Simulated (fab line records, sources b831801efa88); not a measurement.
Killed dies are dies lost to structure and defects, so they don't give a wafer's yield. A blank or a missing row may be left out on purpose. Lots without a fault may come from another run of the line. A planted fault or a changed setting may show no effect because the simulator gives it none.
A struck lot beside a sound one | flow sky130 | 35 steps out of a route of 708
Sound: wafers L860.2, L860.3, L860.4. Struck: wafer L871.6. (L871.5 of the same lot was not struck and is left out.) The cause comes at the end.
At each step with rows: each side's tool, then ch and its chambers, then its first start. Under that, the readings that differ: sound wafers | struck wafers | difference of the means | sigmas: that difference in standard deviations of wafers without a fault.
alike: readings whose means differ by less than 2 such deviations, and words and numbers that are the same on both sides. not compared: withheld readings, readings that some wafer has no value for, bounds like >300 that may hide the same value, and numbers for which the record gives no deviation and whose values overlap.
The two part at a step that has a row with sigmas, a row that says differs or no value, or rows on one side only. Numbers that don't overlap but have no deviation are shown without sigmas and don't part them. A reading that every wafer of one side lacks parts them only if that side has two wafers or more.

SKY_SD_P_CD_MEAS_07: target cd 380 nm.
  sound on cd_sem-02, day 29 11:15; struck on cd_sem-01, day 32 06:40
  alike: cd_nm
SKY_SD_P_OVL_MEAS_08:
  sound on overlay-02, day 29 11:21; struck on overlay-01, day 32 06:44
  alike: SD_P_OVL
then, 1 step without rows for these wafers: SKY_SD_P_IMPLANT_09.
SKY_SD_P_STRIP_10: strips in O2/N2.
  sound on plasma_asher-02 ch 0,1, day 29 11:32; struck on plasma_asher-02 ch 0, day 32 06:58
  alike: drypump_motor_current_A, oes_product_au, strip_time_to_endpoint_s
  not compared: rf_hours_counter_h
SKY_SD_P_TW_MEAS_11:
  sound on film_metro-02, day 29 11:38; struck on film_metro-01, day 32 07:02
  reading | sound          | struck | difference | sigmas
  SD_P_TW | 2817 2827 2821 | 2754   | -68        | -2
then, 7 steps without rows for these wafers: SKY_RES_XHIGH_DEHYDRATE_00 (time 60 s); SKY_RES_XHIGH_HMDS_01 (prime time 60 s); SKY_RES_XHIGH_COAT_02 (resist thk 1140 nm); SKY_RES_XHIGH_SOFTBAKE_03 (time 60 s); SKY_RES_XHIGH_EXPOSE_04 (exposes mask URPM, target cd 1270 nm); SKY_RES_XHIGH_PEB_05; SKY_RES_XHIGH_DEVELOP_06 (develop time 60 s).
SKY_RES_XHIGH_IMPLANT_07:
  sound on implanter-01 ch 0, day 30 15:07; struck on implanter-03 ch 0, day 33 10:37
  reading            | sound          | struck | difference | sigmas
  beam_on_s (s)      | 43.1 42.8 41.1 | 34.0   | -8.3       | -9
  faraday_current_uA | 473 473 493    | 597    | +117       | +12
  alike: dose_ions_cm2, end_station_pressure_torr, tilt_deg
SKY_RES_XHIGH_STRIP_08: strips in O2/N2.
  sound on plasma_asher-01 ch 0,1, day 30 15:14; struck on plasma_asher-02 ch 0, day 33 10:44
  reading                      | sound             | struck | difference | sigmas
  drypump_motor_current_A (A)  | 5.89 5.88 5.73    | 5.35   | -0.48      | -2
  strip_time_to_endpoint_s (s) | 14.28 14.25 14.25 | 14.10  | -0.16      | -4
  alike: oes_product_au
  not compared: rf_hours_counter_h
SKY_RES_XHIGH_TW_MEAS_09:
  sound on film_metro-04, day 30 15:21; struck on film_metro-02, day 33 10:49
  reading      | sound          | struck | difference | sigmas
  RES_XHIGH_TW | 1655 1660 1655 | 1540   | -117       | -6
then, 7 steps without rows for these wafers: SKY_SD_N_DEHYDRATE_00 (time 60 s); SKY_SD_N_HMDS_01 (prime time 60 s); SKY_SD_N_COAT_02 (resist thk 1140 nm); SKY_SD_N_SOFTBAKE_03 (time 60 s); SKY_SD_N_EXPOSE_04 (exposes mask NSDM, target cd 380 nm); SKY_SD_N_PEB_05; SKY_SD_N_DEVELOP_06 (develop time 60 s).
SKY_SD_N_CD_MEAS_07: target cd 380 nm.
  sound on cd_sem-02, day 31 17:42; struck on cd_sem-01, day 34 14:10
  alike: cd_nm
SKY_SD_N_OVL_MEAS_08:
  sound on overlay-02, day 31 17:48; struck on overlay-01, day 34 14:13
  alike: SD_N_OVL
then, 2 steps without rows for these wafers: SKY_SD_N_IMPLANT_09; SKY_SD_N_IMPLANT_10.
SKY_SD_N_STRIP_11: strips in O2/N2.
  sound on plasma_asher-04 ch 0,1, day 31 18:08; struck on plasma_asher-04 ch 0, day 34 14:36
  alike: drypump_motor_current_A, oes_product_au, strip_time_to_endpoint_s
  not compared: rf_hours_counter_h
SKY_SD_N_TW_MEAS_12:
  sound on film_metro-02, day 31 18:14; struck on film_metro-01, day 34 14:40
  alike: SD_N_TW
then, 1 step without rows for these wafers: SKY_SD_N_CLEAN_13 (cleans in SC1/SC2, time 150 s).
SKY_SD_N_RTA_14: time 2 s.
  sound on rtp_anneal-01 ch 0, day 31 18:22; struck on rtp_anneal-01 ch 0, day 34 14:47
  reading          | sound                | struck | difference | sigmas
  wafer_temp_C_max | 1080.4 1079.7 1080.0 | 1076.2 | -3.8       | -3
  alike: lamp_power_pct
SKY_SD_N_RS_MEAS_16: measures by four-point-probe.
  sound on film_metro-04, day 31 18:36; struck on film_metro-04, day 34 15:00
  alike: SD_N_RS
SKY_SD_N_RS_MEAS_17: measures by four-point-probe.
  sound on film_metro-04, day 31 18:43; struck on film_metro-04, day 34 15:07
  alike: SD_P_RS
SKY_SD_N_RS_MEAS_18: measures by four-point-probe.
  sound on film_metro-04, day 31 18:50; struck on film_metro-04, day 34 15:14
  reading               | sound             | struck | difference | sigmas
  RES_XHIGH_RS (ohm/sq) | 333.4 333.7 333.2 | 388.2  | +54.8      | +50
then, 1 step without rows for these wafers: SKY_SALICIDE_CLEAN_00 (cleans in HF-last, time 30 s).
-- the record jumps here: 16 days lie between the struck wafers' starts before and after (it left off in module SALICIDE and takes up again in module PAD_OPEN, whose first step shown is number 708 of the route) --
SKY_PAD_OPEN_PROBE_99:
  sound on prober-02, day 48 16:01; struck on prober-02, day 50 14:10
  reading                                  | sound             | struck | difference | sigmas
  model.etest.res_xhigh_po.line_ohm_um     | 5771 5750 5646    | 8534   | +2812      |
  model.etest.res_xhigh_po.rs_ohm_sq       | 2010 2021 1991    | 2996   | +989       |
  model.etest.res_xhigh_po.rs_ohm_sq_range | 41.84 67.11 39.66 | 162.5  | +113.0     |
  alike: killed_at_M0_to_M3, killed_at_M4_up, killed_at_contacts, killed_at_front_end, killed_at_other, killed_dies, killed_on_rim, killed_open, killed_short

WHERE THEY PART
First at SKY_SD_P_TW_MEAS_11; last, within this record, at SKY_SD_N_RS_MEAS_18. Later steps at which nothing parts them and some readings are alike: SKY_PAD_OPEN_PROBE_99.

WHY: what the simulator had put in
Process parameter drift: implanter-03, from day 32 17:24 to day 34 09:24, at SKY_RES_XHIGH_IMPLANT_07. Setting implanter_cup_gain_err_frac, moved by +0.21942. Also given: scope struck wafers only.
